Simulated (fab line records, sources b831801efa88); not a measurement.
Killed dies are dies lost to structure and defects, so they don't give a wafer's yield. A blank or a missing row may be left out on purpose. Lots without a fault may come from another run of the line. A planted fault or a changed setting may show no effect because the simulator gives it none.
fab line records | flow sky130
record lots=24 wafers=72 last_day=50
route steps=708 shown LDD_HVP@287 POLY_CUT@317 LOCAL_INTERCONNECT@388 CAPM@538 VIA4@641
lots that met no fault: from a run of the same line without faults
start_h: hours from the record's first day to the start of the lot's first wafer shown | wait_h: hours since the lot's step before | " the same as in the row above | L1.1+2: a row that stands for several wafers | - no value, or no start given | * or withheld: withheld | < > ~ a bound
route shown NAME@n: a module of which the file shows steps, and the number in the route of the first | usual: mean/standard deviation of fault-free wafers | same: alike in all rows | chamber/n: place in a boat | sites: the reading at each site | _std_site: their standard deviation | _edge_site: outer sites' mean less inner sites' | radius_mm: how far each site lies from the wafer's centre | mask NAME#n: copy n | behind: the tool/chamber that last shaped the wafer | hold: why the lot was held/for how many hours/how that ended | device: the transistor (n, p or np) that didn't switch | end of line: the same wafers' tests at the end of the route | a step without rows: its recipe alone | killed: dies lost to structure and defects at the first sort, not the wafer's yield | map: a wafer's dies, x killed, . not, _ none there
set.NAME: the setting as run; set.NAME@STEP: as run at that earlier step | model.NAME: the simulator's own value behind a step, which no gauge read
steps of the route over a sample of lots; a table a step, a row a wafer
services: from which hour (start_h, from the record's first day; less than 0 if before it) a tool's chamber was out of use, for how many hours, and why
## steps
# step SKY_LDD_HVP_STRIP_09
# recipe chemistry=O2/N2 power_w=1400 pressure_mtorr=1500 platen_temp_c=withheld o2_flow_sccm=3000 n2_flow_sccm=300 overash_fraction=0.5
# usual chamber_pressure_mTorr=1499.7/1.4 drypump_motor_current_A=5.9/0.41 oes_product_au=0.408/0.0045 strip_time_to_endpoint_s=4.128/0.014
# columns lot.wafer tool chamber start_h wait_h chamber_pressure_mTorr drypump_motor_current_A oes_product_au rf_hours_counter_h strip_time_to_endpoint_s
L074.1 plasma_asher-01 1 495.60 0.1 1500.1 6.0 0.412 6 4.131
L074.3 " 1 " " 1498.5 6.0 0.411 - 4.134
L074.4 " 0 " " 1502.0 6.5 0.411 - 4.131
L075.4 plasma_asher-02 0 495.64 0.1 1501.3 5.2 0.403 - 4.126
L075.5 " 1 " " 1499.6 6.1 0.407 - 4.128
L075.6 " 0 " " 1500.4 5.3 0.408 - 4.138
L076.3 plasma_asher-01 0 507.24 0.1 1499.8 6.5 0.412 - 4.114
L076.5 " 1 " " 1501.1 6.0 0.414 - 4.113
L076.6 " 0 " " 1500.4 6.5 0.406 - 4.134
L077.1 plasma_asher-02 0 512.45 0.1 1503.3 5.2 0.409 85 4.125
L077.3 " 0 " " 1502.0 5.2 0.407 - 4.140
L077.4 " 1 " " 1499.8 6.1 0.400 - 4.140
L078.2 plasma_asher-02 0 524.06 0.1 1499.7 5.2 0.406 87 4.125
L078.3 " 1 " " 1498.2 6.1 0.405 - 4.109
L078.4 " 0 " " 1499.7 5.2 0.411 - 4.098
L079.3 plasma_asher-02 0 539.78 0.1 1500.0 5.2 0.403 - 4.120
L079.4 " 1 " " 1495.7 6.1 0.405 - 4.116
L079.6 " 1 " " 1500.3 6.1 0.407 - 4.107
L080.1 plasma_asher-03 0 546.80 0.1 1498.7 5.7 0.411 68 4.121
L080.3 " 1 " " 1501.1 5.7 0.409 - 4.102
L080.6 " 1 " " 1499.3 5.7 0.408 - 4.131
L081.3 plasma_asher-03 1 561.44 0.1 1500.7 5.7 0.402 - 4.125
L081.4 " 0 " " 1502.4 5.7 0.410 - 4.130
L081.6 " 0 " " 1499.0 5.7 0.413 - 4.133
L082.4 plasma_asher-01 0 563.74 0.1 1500.0 6.5 0.413 - 4.109
L082.5 " 1 " " 1499.7 6.0 0.412 - 4.146
L082.6 " 0 " " 1500.1 6.5 0.400 - 4.132
L083.1 plasma_asher-01 0 577.35 0.1 1499.1 6.5 0.403 13 4.132
L083.2 " 1 " " 1502.1 6.0 0.401 13 4.120
L083.4 " 1 " " 1500.6 6.0 0.407 - 4.129
L085.1 plasma_asher-03 1 589.70 0.1 1499.1 5.7 0.408 72 4.135
L085.4 " 0 " " 1500.5 5.6 0.412 - 4.148
L085.6 " 0 " " 1499.8 5.7 0.409 - 4.125
L084.2 plasma_asher-02 1 589.76 0.1 1499.2 6.1 0.412 93 4.120
L084.5 " 0 " " 1498.2 5.3 0.404 - 4.121
L084.6 " 1 " " 1499.7 6.1 0.403 - 4.123
L086.3 plasma_asher-01 1 596.64 0.1 1497.8 6.0 0.412 - 4.097
L086.4 " 0 " " 1499.4 6.5 0.416 - 4.120
L086.6 " 1 " " 1499.8 6.0 0.406 - 4.100
L087.3 plasma_asher-03 1 614.54 0.1 1500.2 5.7 0.410 - 4.124
L087.4 " 0 " " 1500.1 5.7 0.409 - 4.137
L087.6 " 1 " " 1498.5 5.7 0.412 - 4.147
L088.2 plasma_asher-01 0 621.56 0.1 1499.3 6.5 0.404 17 4.133
L088.4 " 0 " " 1499.6 6.5 0.403 - 4.114
L088.6 " 0 " " 1499.7 6.5 0.411 - 4.124
L089.2 plasma_asher-03 1 624.75 0.1 1499.3 5.7 0.398 76 4.154
L089.3 " 0 " " 1502.6 5.7 0.412 - 4.145
L089.5 " 0 " " 1499.7 5.7 0.401 - 4.130
L090.3 plasma_asher-02 0 634.83 0.1 1502.7 5.2 0.406 - 4.157
L090.5 " 0 " " 1501.2 5.2 0.411 - 4.127
L090.6 " 1 " " 1500.7 6.1 0.402 - 4.160
L091.1 plasma_asher-01 0 642.85 0.1 1498.1 6.5 0.411 19 4.133
L091.3 " 0 " " 1499.8 6.5 0.414 - 4.127
L091.6 " 0 " " 1499.0 6.5 0.408 - 4.136
L092.1 plasma_asher-01 1 650.40 0.1 1499.7 6.0 0.413 20 4.146
L092.3 " 0 " " 1500.2 6.5 0.408 - 4.149
L092.5 " 1 " " 1498.6 6.0 0.406 - 4.130
L093.2 plasma_asher-01 1 654.50 0.1 1499.7 6.0 0.402 21 4.123
L093.4 " 1 " " 1499.1 6.0 0.401 - 4.133
L093.6 " 1 " " 1496.7 6.0 0.413 - 4.134
L094.1 plasma_asher-03 1 664.60 0.1 1499.3 5.7 0.413 79 4.121
L094.4 " 1 " " 1499.0 5.7 0.416 - 4.126
L094.6 " 1 " " 1501.1 5.7 0.401 - 4.153
L095.2 plasma_asher-02 1 674.45 0.1 1498.5 6.1 0.406 101 4.130
L095.5 " 0 " " 1499.5 5.2 0.409 - 4.119
L095.6 " 1 " " 1501.3 6.1 0.412 - 4.118
L096.1 plasma_asher-02 1 705.00 0.1 1500.5 6.1 0.412 104 4.148
L096.3 " 1 " " 1498.7 6.1 0.409 - 4.133
L096.4 " 0 " " 1499.7 5.2 0.409 - 4.150
L097.2 plasma_asher-03 1 705.30 0.1 1498.9 5.7 0.407 83 4.138
L097.4 " 1 " " 1496.7 5.7 0.409 - 4.126
L097.5 " 1 " " 1501.5 5.7 0.413 - 4.138
# step SKY_POLY_CUT_ETCH_10
# recipe chemistry=N2/H2 target=BARC ion_energy_ev=200 source_w=500 bias_w=100 pressure_mtorr=30 n2_flow_sccm=100 h2_flow_sccm=200 stop_on=SiO2 time_s=45.9 target_depth_a=600
# usual chamber_pressure_mTorr=30.000/0.029 drypump_motor_current_A=5.5/0.43 oes_product_au=0.854/0.0048 throttle_valve_pct=13.224/0.0088
# columns lot.wafer tool chamber start_h wait_h chamber_pressure_mTorr drypump_motor_current_A oes_product_au rf_hours_counter_h throttle_valve_pct
L074.1 rie_diel-01 3 556.37 0.0 30.026 5.5 0.852 0 13.215
L074.3 " 0 " " 30.070 5.9 0.861 0 13.236
L074.4 " 1 " " 30.000 5.1 0.856 64 13.231
L075.4 rie_diel-04 2 558.15 0.0 29.974 4.9 0.851 9 13.242
L075.5 " 3 " " 30.033 5.1 0.865 - 13.232
L075.6 " 2 " " 29.945 4.9 0.849 - 13.235
L076.3 rie_diel-03 3 587.05 0.0 29.985 5.9 0.853 60 13.229
L076.5 " 0 " " 30.022 5.0 0.854 - 13.218
L076.6 " 3 " " 30.053 5.9 0.857 - 13.212
L077.1 rie_diel-04 2 587.37 0.0 30.050 4.8 0.853 9 13.224
L077.3 " 0 " " 29.967 5.5 0.859 2 13.197
L077.4 " 1 " " 29.984 5.9 0.850 3 13.215
L078.2 rie_diel-01 3 587.44 0.0 29.963 5.5 0.855 1 13.233
L078.3 " 0 " " 29.973 5.9 0.856 1 13.234
L078.4 " 1 " " 30.034 5.1 0.856 64 13.206
L079.3 rie_diel-04 2 600.08 0.0 29.988 4.8 0.853 10 13.222
L079.4 " 1 " " 30.035 5.9 0.846 3 13.222
L079.6 " 0 " " 29.986 5.5 0.847 - 13.216
L080.1 rie_diel-04 0 608.40 0.0 29.971 5.5 0.856 3 13.234
L080.3 " 2 " " 29.953 4.8 0.853 10 13.225
L080.6 " 1 " " 29.976 5.9 0.857 - 13.215
L081.3 rie_diel-03 1 622.78 0.0 29.983 6.5 0.850 1 13.225
L081.4 " 0 " " 30.021 5.0 0.854 43 13.208
L081.6 " 1 " " 29.961 6.5 0.863 - 13.220
L082.4 rie_diel-04 1 625.53 0.0 29.964 5.9 0.859 4 13.223
L082.5 " 1 " " 30.002 5.9 0.850 - 13.232
L082.6 " 2 " " 29.997 4.9 0.850 - 13.230
L083.1 rie_diel-01 0 639.80 0.0 29.975 5.9 0.858 2 13.232
L083.2 " 3 " " 30.005 5.5 0.853 1 13.220
L083.4 " 2 " " 29.984 5.6 0.854 - 13.220
L085.1 rie_diel-03 3 650.97 0.0 30.011 5.9 0.856 61 13.211
L085.4 " 2 " " 29.977 5.4 0.852 3 13.230
L085.6 " 1 " " 29.992 6.5 0.856 - 13.224
L084.2 rie_diel-01 0 651.23 0.0 29.971 5.9 0.856 2 13.223
L084.5 " 1 " " 29.943 5.1 0.854 - 13.228
L084.6 " 0 " " 30.019 5.9 0.860 - 13.216
L086.3 rie_diel-04 0 656.57 0.0 30.009 5.5 0.856 4 13.228
L086.4 " 2 " " 30.022 4.9 0.856 11 13.215
L086.6 " 1 " " 29.962 5.9 0.855 - 13.205
L087.3 rie_diel-01 2 675.15 0.0 29.985 5.6 0.848 5 13.218
L087.4 " 3 " " 30.025 5.5 0.853 2 13.213
L087.6 " 2 " " 29.977 5.6 0.849 - 13.210
L088.2 rie_diel-03 1 682.53 0.0 29.955 6.5 0.849 3 13.213
L088.4 " 2 " " 29.996 5.4 0.840 - 13.233
L088.6 " 0 " " 30.052 5.1 0.854 - 13.214
L089.2 rie_diel-01 0 696.30 0.0 30.011 5.9 0.846 3 13.211
L089.3 " 1 " " 30.009 5.1 0.865 1 13.220
L089.5 " 2 " " 30.016 5.6 0.857 - 13.229
L090.3 rie_diel-03 3 696.53 0.0 30.035 5.9 0.848 0 13.231
L090.5 " 1 " " 29.937 6.5 0.857 - 13.222
L090.6 " 2 " " 29.978 5.4 0.852 - 13.237
L091.1 rie_diel-04 1 704.32 0.0 30.027 5.9 0.845 6 13.219
L091.3 " 3 " " 30.048 5.1 0.853 1 13.231
L091.6 " 1 " " 29.969 5.8 0.852 - 13.228
L092.1 rie_diel-04 0 710.05 0.0 30.006 5.5 0.861 6 13.214
L092.3 " 2 " " 29.962 4.9 0.860 13 13.229
L092.5 " 0 " " 29.996 5.5 0.861 - 13.218
L093.2 rie_diel-04 0 714.38 0.0 29.989 5.5 0.859 6 13.226
L093.4 " 1 " " 30.062 5.9 0.856 6 13.229
L093.6 " 3 " " 30.011 5.1 0.857 - 13.229
L094.1 rie_diel-03 2 723.00 0.0 29.995 5.4 0.865 5 13.224
L094.4 " 3 " " 30.005 5.9 0.852 1 13.236
L094.6 " 0 " " 29.976 5.0 0.857 - 13.231
L095.2 rie_diel-01 1 733.93 0.0 30.046 5.1 0.862 2 13.230
L095.5 " 1 " " 29.999 5.1 0.851 - 13.230
L095.6 " 3 " " 30.002 5.5 0.858 - 13.227
L096.1 rie_diel-04 1 762.67 0.0 29.997 5.8 0.853 8 13.217
L096.3 " 0 " " 29.955 5.5 0.855 7 13.238
L096.4 " 2 " " 30.014 4.9 0.846 14 13.223
L097.2 rie_diel-01 2 763.37 0.0 29.959 5.6 0.853 7 13.197
L097.4 " 0 " " 29.924 5.9 0.858 4 13.225
L097.5 " 2 " " 29.989 5.6 0.855 - 13.222
# step SKY_LOCAL_INTERCONNECT_RS_MEAS_01
# recipe thk_meas_gauge=four-point-probe reads=TiN_of_LOCAL_INTERCONNECT_SPUTTER_00
# usual LOCAL_INTERCONNECT_TIN_RS=14.21/0.13
# columns lot.wafer tool chamber start_h wait_h LOCAL_INTERCONNECT_TIN_RS[ohm/sq]
L074.1 film_metro-03 - 676.02 0.0 14.06
L074.3 " - " " 14.17
L074.4 " - " " 14.19
L075.4 film_metro-03 - 677.98 0.1 14.26
L075.5 " - " " 14.10
L075.6 " - " " 14.30
L076.3 film_metro-01 - 705.92 0.1 14.25
L076.5 " - " " 14.24
L076.6 " - " " 14.20
L077.1 film_metro-01 - 706.18 0.0 14.28
L077.3 " - " " 14.21
L077.4 " - " " 14.13
L078.2 film_metro-01 - 707.23 0.1 14.51
L078.3 " - " " 14.41
L078.4 " - " " 14.66
L079.3 film_metro-01 - 718.97 0.1 14.29
L079.4 " - " " 14.22
L079.6 " - " " 14.23
L080.1 film_metro-01 - 726.42 0.0 14.34
L080.3 " - " " 14.34
L080.6 " - " " 14.45
L081.3 film_metro-03 - 739.54 0.1 14.33
L081.4 " - " " 14.19
L081.6 " - " " 14.28
L082.4 film_metro-03 - 742.06 0.1 14.17
L082.5 " - " " 14.30
L082.6 " - " " 14.29
L083.1 film_metro-04 - 756.10 0.0 14.06
L083.2 " - " " 13.98
L083.4 " - " " 14.15
L085.1 film_metro-04 - 765.31 0.0 14.20
L085.4 " - " " 14.16
L085.6 " - " " 14.10
L084.2 film_metro-01 - 766.31 0.1 13.99
L084.5 " - " " 13.97
L084.6 " - " " 14.27
L086.3 film_metro-04 - 771.66 0.1 14.26
L086.4 " - " " 14.08
L086.6 " - " " 14.19
L087.3 film_metro-01 - 789.49 0.1 14.37
L087.4 " - " " 14.26
L087.6 " - " " 14.10
L088.2 film_metro-01 - 796.75 0.1 14.07
L088.4 " - " " 14.10
L088.6 " - " " 13.92
L089.2 film_metro-01 - 808.84 0.1 14.03
L089.3 " - " " 14.12
L089.5 " - " " 14.18
L090.3 film_metro-03 - 808.87 0.1 14.09
L090.5 " - " " 14.14
L090.6 " - " " 14.22
L091.1 film_metro-01 - 814.93 0.0 14.10
L091.3 " - " " 14.23
L091.6 " - " " 14.17
L092.1 film_metro-04 - 820.90 0.0 14.35
L092.3 " - " " 14.22
L092.5 " - " " 14.28
L093.2 film_metro-03 - 825.57 0.1 14.38
L093.4 " - " " 14.33
L093.6 " - " " 14.48
L094.1 film_metro-01 - 832.37 0.0 14.26
L094.4 " - " " 14.11
L094.6 " - " " 14.38
L095.2 film_metro-04 - 841.69 0.1 14.37
L095.5 " - " " 14.10
L095.6 " - " " 14.26
L096.1 film_metro-03 - 870.65 0.0 14.21
L096.3 " - " " 13.94
L096.4 " - " " 14.17
L097.2 film_metro-03 - 871.68 0.1 14.27
L097.4 " - " " 14.09
L097.5 " - " " 14.16
# step SKY_LOCAL_INTERCONNECT_ETCH_13
# recipe chemistry=N2/H2 target=BARC ion_energy_ev=200 bias_w=100 pressure_mtorr=30 n2_flow_sccm=100 h2_flow_sccm=200 icp_w=517.8 stop_on=SiO2 time_s=45.9 target_depth_a=600
# usual chamber_pressure_mTorr=29.998/0.029 drypump_motor_current_A=6.0/0.35 oes_product_au=0.855/0.0047 throttle_valve_pct=13.225/0.0084
# columns lot.wafer tool chamber start_h wait_h chamber_pressure_mTorr drypump_motor_current_A oes_product_au rf_hours_counter_h throttle_valve_pct
L074.1 rie_metal-01 1 704.90 0.0 30.012 6.4 0.845 1 13.229
L074.3 " 1 " " 29.979 6.4 0.861 - 13.222
L074.4 " 0 " " 29.973 6.3 0.852 - 13.238
L075.4 rie_metal-04 1 707.50 0.0 29.983 5.5 0.852 - 13.216
L075.5 " 0 " " 29.967 5.9 0.857 - 13.225
L075.6 " 1 " " 29.992 5.5 0.850 - 13.230
L076.3 rie_metal-03 0 734.31 0.1 29.998 6.2 0.861 - 13.238
L076.5 " 0 " " 30.031 6.2 0.856 - 13.224
L076.6 " 0 " " 29.993 6.2 0.864 - 13.217
L077.1 rie_metal-01 1 735.04 0.0 29.985 6.4 0.859 2 13.216
L077.3 " 1 " " 29.991 6.4 0.854 - 13.238
L077.4 " 0 " " 29.958 6.4 0.862 - 13.212
L078.2 rie_metal-04 1 735.55 0.0 30.000 5.5 0.854 4 13.222
L078.3 " 1 " " 29.959 5.5 0.854 - 13.217
L078.4 " 0 " " 29.971 5.9 0.850 - 13.240
L079.3 rie_metal-04 0 746.72 0.0 29.992 6.0 0.854 - 13.225
L079.4 " 1 " " 30.015 5.5 0.850 - 13.222
L079.6 " 0 " " 29.988 6.0 0.849 - 13.230
L080.1 rie_metal-03 1 754.42 0.0 29.994 5.9 0.851 0 13.230
L080.3 " 1 " " 30.006 5.9 0.852 - 13.228
L080.6 " 1 " " 29.957 5.9 0.856 - 13.232
L081.3 rie_metal-04 1 766.52 0.0 30.019 5.5 0.862 - 13.221
L081.4 " 0 " " 30.006 5.9 0.851 - 13.222
L081.6 " 0 " " 30.009 5.9 0.851 - 13.229
L082.4 rie_metal-04 1 769.17 0.0 29.974 5.5 0.856 - 13.237
L082.5 " 0 " " 30.010 5.9 0.854 - 13.212
L082.6 " 1 " " 30.044 5.5 0.860 - 13.223
L083.1 rie_metal-03 1 782.77 0.0 30.007 5.9 0.850 2 13.223
L083.2 " 0 " " 29.972 6.2 0.858 0 13.233
L083.4 " 0 " " 29.993 6.1 0.855 - 13.228
L085.1 rie_metal-04 1 792.07 0.0 30.054 5.5 0.854 6 13.229
L085.4 " 0 " " 30.007 6.0 0.857 - 13.226
L085.6 " 0 " " 29.976 6.0 0.859 - 13.209
L084.2 rie_metal-03 0 792.93 0.0 29.974 6.2 0.857 0 13.225
L084.5 " 0 " " 29.985 6.2 0.852 - 13.225
L084.6 " 1 " " 29.931 5.9 0.851 - 13.229
L086.3 rie_metal-01 0 798.64 0.0 29.959 6.4 0.854 - 13.223
L086.4 " 1 " " 29.926 6.4 0.855 - 13.226
L086.6 " 1 " " 30.030 6.4 0.852 - 13.228
L087.3 rie_metal-04 0 815.17 0.0 30.000 5.9 0.861 - 13.228
L087.4 " 1 " " 29.976 5.5 0.858 - 13.220
L087.6 " 0 " " 29.990 6.0 0.857 - 13.218
L088.2 rie_metal-01 0 823.38 0.0 30.041 6.4 0.845 13 13.226
L088.4 " 1 " " 30.006 6.5 0.855 - 13.230
L088.6 " 0 " " 30.003 6.4 0.849 - 13.235
L089.2 rie_metal-03 0 835.05 0.0 29.922 6.2 0.857 2 13.224
L089.3 " 1 " " 29.963 5.9 0.853 - 13.218
L089.5 " 0 " " 29.980 6.2 0.861 - 13.222
L090.3 rie_metal-04 0 835.15 0.0 30.041 6.0 0.850 - 13.224
L090.5 " 1 " " 29.990 5.5 0.854 - 13.221
L090.6 " 0 " " 30.002 5.9 0.847 - 13.219
L091.1 rie_metal-01 1 841.38 0.0 30.005 6.4 0.852 7 13.220
L091.3 " 0 " " 29.991 6.4 0.840 - 13.227
L091.6 " 1 " " 29.933 6.4 0.854 - 13.227
L092.1 rie_metal-04 1 847.12 0.0 29.985 5.5 0.856 8 13.217
L092.3 " 0 " " 30.031 5.9 0.859 - 13.222
L092.5 " 0 " " 30.035 5.9 0.854 - 13.224
L093.2 rie_metal-04 1 852.33 0.0 30.040 5.5 0.855 8 13.242
L093.4 " 0 " " 30.012 5.9 0.855 - 13.222
L093.6 " 1 " " 30.032 5.5 0.850 - 13.236
L094.1 rie_metal-01 1 859.33 0.0 30.026 6.4 0.856 8 13.216
L094.4 " 0 " " 30.019 6.4 0.855 - 13.224
L094.6 " 1 " " 30.036 6.4 0.856 - 13.220
L095.2 rie_metal-03 1 867.40 0.0 29.965 5.9 0.859 6 13.212
L095.5 " 1 " " 29.959 5.9 0.850 - 13.221
L095.6 " 0 " " 29.999 6.2 0.850 - 13.223
L096.1 rie_metal-01 1 896.90 0.0 29.990 6.4 0.847 9 13.218
L096.3 " 0 " " 29.964 6.4 0.860 - 13.226
L096.4 " 1 " " 29.976 6.5 0.856 - 13.234
L097.2 rie_metal-04 0 897.85 0.0 30.032 6.0 0.851 10 13.230
L097.4 " 1 " " 30.009 5.5 0.863 - 13.212
L097.5 " 0 " " 30.014 6.0 0.856 - 13.221
# step SKY_CAPM_THK_MEAS_01
# recipe reads=SiO2_of_CAPM_CVD_00
# usual CAPM_CVD_00_THK=15.52/0.22
# columns lot.wafer tool chamber start_h wait_h CAPM_CVD_00_THK[nm]
L074.1 film_metro-01 - 848.46 - 14.91
L074.3 " - " " 15.28
L074.4 " - " " 15.21
L075.4 film_metro-04 - 850.43 - 15.77
L075.5 " - " " 15.85
L075.6 " - " " 15.80
L076.3 film_metro-04 - 874.53 - 15.63
L076.5 " - " " 15.95
L076.6 " - " " 15.68
L077.1 film_metro-01 - 875.96 - 15.21
L077.3 " - " " 15.58
L077.4 " - " " 15.60
L078.2 film_metro-02 - 877.42 - 15.49
L078.3 " - " " 15.60
L078.4 " - " " 15.91
L079.3 film_metro-04 - 887.44 - 15.17
L079.4 " - " " 15.65
L079.6 " - " " 15.48
L080.1 film_metro-04 - 895.51 - 15.30
L080.3 " - " " 15.57
L080.6 " - " " 15.71
L081.3 film_metro-02 - 907.30 - 15.69
L081.4 " - " " 15.73
L081.6 " - " " 15.55
L082.4 film_metro-02 - 908.30 - 15.62
L082.5 " - " " 15.44
L082.6 " - " " 15.67
L083.1 film_metro-04 - 921.66 - 15.37
L083.2 " - " " 15.45
L083.4 " - " " 15.83
L085.1 film_metro-02 - 930.97 - 15.48
L085.4 " - " " 15.69
L085.6 " - " " 15.69
L084.2 film_metro-04 - 931.28 - 15.50
L084.5 " - " " 15.73
L084.6 " - " " 15.50
L086.3 film_metro-01 - 936.01 - 14.93
L086.4 " - " " 15.48
L086.6 " - " " 15.18
L087.3 film_metro-04 - 951.93 - 15.51
L087.4 " - " " 15.66
L087.6 " - " " 15.41
L088.2 film_metro-04 - 959.59 - 15.52
L088.4 " - " " 15.79
L088.6 " - " " 15.79
L089.2 film_metro-04 - 968.39 - 15.35
L089.3 " - " " 15.38
L089.5 " - " " 15.68
L090.3 film_metro-02 - 971.10 - 15.43
L090.5 " - " " 15.45
L090.6 " - " " 15.54
L091.1 film_metro-02 - 975.51 - 15.58
L091.3 " - " " 15.40
L091.6 " - " " 15.95
L092.1 film_metro-02 - 981.12 - 15.60
L092.3 " - " " 15.52
L092.5 " - " " 15.72
L093.2 film_metro-02 - 983.90 - 15.36
L093.4 " - " " 15.39
L093.6 " - " " 15.59
L094.1 film_metro-01 - 991.42 - 15.36
L094.4 " - " " 15.76
L094.6 " - " " 15.99
L095.2 film_metro-04 - 998.76 - 15.42
L095.5 " - " " 15.48
L095.6 " - " " 15.63
L096.1 film_metro-04 - 1025.39 - 15.20
L096.3 " - " " 15.51
L096.4 " - " " 15.37
L097.2 film_metro-01 - 1026.59 - 15.35
L097.4 " - " " 15.66
L097.5 " - " " 15.43
# step SKY_VIA4_CMP_02
# recipe material=SiO2 down_force_psi=4 platen_rpm=60 pad_velocity_m_s=0.94248
# usual motor_current_A=11.9/1
# columns lot.wafer tool chamber start_h wait_h motor_current_A
L074.4 cmp-01 1 978.39 0.0 11.5
L074.1 " 2 " " 11.4
L074.3 " 3 " " 11.6
L075.4 cmp-01 1 979.60 0.2 11.7
L075.6 " 2 " " 11.2
L075.5 " 3 " " 12.3
L076.3 cmp-01 3 1002.18 0.1 11.1
L076.6 " 2 " " 11.8
L076.5 " 3 " " 12.7
L077.4 cmp-02 0 1002.72 0.1 12.9
L077.3 " 1 " " 12.6
L077.1 " 2 " " 12.9
L078.2 cmp-02 0 1004.53 0.0 14.0
L078.3 " 2 " " 12.7
L078.4 " 3 " " 10.0
L079.4 cmp-01 1 1013.03 0.0 12.0
L079.3 " 2 " " 11.5
L079.6 " 2 " " 11.6
L080.1 cmp-01 0 1018.73 0.1 11.6
L080.3 " 1 " " 12.5
L080.6 " 2 " " 11.8
L081.3 cmp-02 0 1033.76 0.3 13.6
L081.4 " 3 " " 10.5
L081.6 " 0 " " 13.7
L082.4 cmp-02 3 1034.06 0.4 9.7
L082.5 " 3 " " 9.9
L082.6 " 0 " " 13.8
L083.4 cmp-02 1 1043.66 0.0 13.5
L083.2 " 2 " " 12.2
L083.1 " 0 " " 13.5
L085.4 cmp-02 3 1052.91 0.1 10.5
L085.1 " 0 " " 13.2
L085.6 " 2 " " 12.0
L084.2 cmp-02 2 1054.03 0.2 12.6
L084.6 " 3 " " 9.6
L084.5 " 0 " " 12.4
L086.3 cmp-01 1 1057.43 0.1 11.8
L086.4 " 3 " " 11.7
L086.6 " 1 " " 11.6
L087.3 cmp-02 2 1071.01 0.0 12.5
L087.4 " 1 " " 12.3
L087.6 " 2 " " 12.7
L088.4 cmp-01 1 1078.65 0.1 11.9
L088.2 " 2 " " 11.7
L088.6 " 0 " " 11.5
L089.3 cmp-02 0 1085.34 0.4 13.5
L089.2 " 3 " " 9.5
L089.5 " 1 " " 12.9
L090.3 cmp-02 3 1087.25 0.1 10.3
L090.5 " 1 " " 12.4
L090.6 " 2 " " 13.1
L091.1 cmp-01 2 1091.66 0.1 11.3
L091.3 " 3 " " 12.0
L091.6 " 3 " " 11.5
L092.1 cmp-01 1 1096.36 0.1 11.9
L092.3 " 2 " " 11.1
L092.5 " 3 " " 11.7
L093.2 cmp-02 0 1100.73 0.2 12.9
L093.4 " 3 " " 10.5
L093.6 " 1 " " 12.9
L094.4 cmp-02 1 1105.14 0.1 13.1
L094.1 " 2 " " 12.1
L094.6 " 3 " " 9.6
L095.2 cmp-01 2 1110.82 0.3 11.6
L095.5 " 3 " " 12.2
L095.6 " 0 " " 11.4
L096.3 cmp-02 3 1134.47 0.1 10.2
L096.4 " 0 " " 13.5
L096.1 " 1 " " 12.3
L097.4 cmp-01 3 1136.64 0.1 11.5
L097.2 " 1 " " 11.7
L097.5 " 3 " " 11.9
## services
# columns tool chamber start_h hours kind
cmp-02 - 475.74 3.6 pm
cmp-01 - 483.80 2.7 repair
cmp-01 - 490.06 0.8 repair
rie_metal-04 0 508.75 13.3 repair
cmp-01 - 535.53 1.2 repair
cmp-02 - 572.05 4.0 pm
cmp-02 - 588.81 1.0 repair
cmp-02 - 595.64 2.8 repair
rie_metal-04 - 634.14 2.8 pm
cmp-01 - 657.60 3.7 pm
cmp-01 - 666.83 2.2 repair
cmp-01 - 702.38 3.8 repair
cmp-01 - 710.16 1.8 repair
cmp-01 - 744.17 4.0 pm
cmp-02 - 760.87 7.6 pm
cmp-02 - 777.06 0.4 repair
cmp-02 - 787.01 1.3 repair
cmp-01 - 799.99 0.9 repair
cmp-02 - 844.74 3.4 pm
cmp-02 - 852.67 2.3 repair
cmp-02 - 861.98 1.3 repair
cmp-02 - 912.14 4.0 pm
cmp-02 - 973.11 12.0 pm
cmp-02 - 1073.92 0.3 repair
## key
fault none
